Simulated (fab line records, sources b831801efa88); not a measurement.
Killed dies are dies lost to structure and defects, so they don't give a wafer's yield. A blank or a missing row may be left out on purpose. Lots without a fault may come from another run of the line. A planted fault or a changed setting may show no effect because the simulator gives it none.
One fault seen from 2 desks | flow gf180mcu | each desk has only its own numbers; what lay behind them comes last

THE METROLOGY DESK
What the gauges read, lot by lot, whatever tool the lot ran on: means of the sampled wafers that have a number. A lot is out of limits, marked OUT, if its mean lies more than 4 standard deviations from the usual mean; the brackets give that distance.
Columns: A = VT_IMPLANT_3_TW at GF_VT_IMPLANT_TW_MEAS_32, usual 269.3; B = MVSD_RS at GF_VT_IMPLANT_RS_MEAS_46, usual 456.4 ohm/sq
lot  | first seen here | A     | B
L528 | day 7 04:20     | 267.9 | 456.1
L530 | day 7 18:31     | 267.6 | 457.1
L531 | day 7 22:27     | 267.8 | 455.1
L532 | day 8 06:05     | 267.5 | 456.7
L533 | day 8 11:33     | 270.4 | 457.1
L534 | day 8 18:23     | 267.9 | 458.0
L535 | day 9 00:58     | 271.0 | 454.8
L539 | day 10 03:46    | 272.1 | 457.4
L540 | day 10 11:01    | 269.0 | 454.9
L541 | day 10 17:14    | 270.4 | 455.5
L542 | day 10 22:32    | 269.7 | 457.6
L545 | day 11 18:00    | 269.4 | 456.6
L546 | day 12 00:55    | 266.5 | 458.3
L547 | day 12 05:44    | 266.8 | 455.0
This desk's finding: nothing out of limits on any of the 14 lots.

THE TOOL OWNER'S DESK: wet_bench-04
The tool's own readings at GF_DUAL_GATE_WET_ETCH_12 (etches SiO2 in dHF, target depth 13 nm, time 260 s): means of the sampled wafers that have a number, for each lot that ran on this tool. A lot is out of limits, marked OUT, if its mean lies more than 4 standard deviations from the usual mean; the brackets give that distance.
Columns: A = run_length_s at GF_DUAL_GATE_WET_ETCH_12, usual 288 s
lot  | first seen here | A
L530 | day 9 05:01     | 293
L532 | day 9 19:46     | 285
L533 | day 10 00:22    | 285
L534 | day 10 07:44    | 286
L539 | day 11 19:16    | 133 (-43) OUT
L541 | day 12 09:05    | 133 (-43) OUT
This desk's finding: out of limits on L539, L541; first on L539, day 11 19:16 (run_length_s at GF_DUAL_GATE_WET_ETCH_12). In limits: L530, L532, L533, L534.

PUT TOGETHER
The tool owner's desk could have raised an alarm at day 11 19:16, on L539, L541.
The metrology desk saw nothing out of limits.
The metrology desk has L539, L541 on record, within its limits.
Of the lots named, all ran GF_DUAL_GATE_WET_ETCH_12 on wet_bench-04.

WHAT THE SIMULATOR HAD PUT IN
Process parameter drift: wet_bench-04, from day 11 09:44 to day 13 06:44, at GF_DUAL_GATE_WET_ETCH_12. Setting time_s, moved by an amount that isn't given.
Lots struck among those shown: L539, L541.
Hours from the fault's start to each desk's first reading out of limits: the tool owner's desk, 10.
